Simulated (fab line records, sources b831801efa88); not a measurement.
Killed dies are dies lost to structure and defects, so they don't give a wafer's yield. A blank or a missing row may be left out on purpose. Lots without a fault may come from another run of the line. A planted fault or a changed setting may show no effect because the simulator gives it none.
Split-lot experiment | flow gf180mcu | 5 lots, 23 wafers read, on a route of 602 steps

THE SPLIT
At GF_STI_WET_ETCH_26 (etches SiO2 in dHF, target depth 94 nm, time 188 s), the setting time_s was moved away from the recipe's 188 s on 10 of the 23 wafers read, by +4.1% to +9.8%. The other wafers ran this setting at the recipe's value.

The reading is taken at the split's own step.

THE READING
SiO2_of_STI_CVD_23.thk_nm (the simulator's own value, which no gauge read), in nm, at GF_STI_WET_ETCH_26 (etches SiO2 in dHF, target depth 94 nm, time 188 s). The file gives no usual value for it. The 13 wafers here that ran the recipe average 430.8 nm, standard deviation 1.1 nm.

wafer  | tool, chamber at the split | time_s as run, s | against the recipe | SiO2_of_STI_CVD_23.thk_nm, nm | against lot-mates on the recipe
L076.1 | wet_bench-03, 0            | 188              | recipe             | 430.1                         | -
L076.5 | wet_bench-03, 0            | 188              | recipe             | 429.5                         | -
L076.6 | wet_bench-03, 0            | 188              | recipe             | 431                           | -
L078.1 | -, -                       | 188              | recipe             | 431.6                         | -
L078.2 | -, -                       | 188              | recipe             | 431.8                         | -
L078.4 | -, -                       | 188              | recipe             | 431.5                         | -
L078.5 | -, -                       | 188              | recipe             | 432.6                         | -
L078.6 | -, -                       | 188              | recipe             | 430.5                         | -
L082.1 | -, -                       | 195.8            | +4.1%              | 427.7                         | no lot-mate on the recipe
L082.2 | -, -                       | 195.8            | +4.1%              | 426.9                         | no lot-mate on the recipe
L082.3 | -, -                       | 195.8            | +4.1%              | 426.4                         | no lot-mate on the recipe
L082.4 | -, -                       | 195.8            | +4.1%              | 426.7                         | no lot-mate on the recipe
L082.5 | -, -                       | 195.8            | +4.1%              | 427                           | no lot-mate on the recipe
L083.2 | -, -                       | 188              | recipe             | 431.2                         | -
L083.3 | -, -                       | 188              | recipe             | 429                           | -
L083.4 | -, -                       | 188              | recipe             | 432.3                         | -
L083.5 | -, -                       | 188              | recipe             | 430.2                         | -
L083.6 | -, -                       | 188              | recipe             | 429.5                         | -
L084.2 | -, -                       | 206.5            | +9.8%              | 419.1                         | no lot-mate on the recipe
L084.3 | -, -                       | 206.5            | +9.8%              | 418.9                         | no lot-mate on the recipe
L084.4 | -, -                       | 206.5            | +9.8%              | 419.9                         | no lot-mate on the recipe
L084.5 | -, -                       | 206.5            | +9.8%              | 419                           | no lot-mate on the recipe
L084.6 | -, -                       | 206.5            | +9.8%              | 421.5                         | no lot-mate on the recipe

THE FIT
A straight line over all 23 wafers: SiO2_of_STI_CVD_23.thk_nm changes by -1.12 nm for each +1% of time_s; r = -0.97; the points scatter about the line by 1.1 nm.
Too few moved wafers have a lot-mate on the recipe to fit a line with each lot's own level taken away.

THE FILE'S OWN FIT
SiO2_of_STI_CVD_23.thk_nm changes by -1.12 nm for each +1% of time_s, r = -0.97.
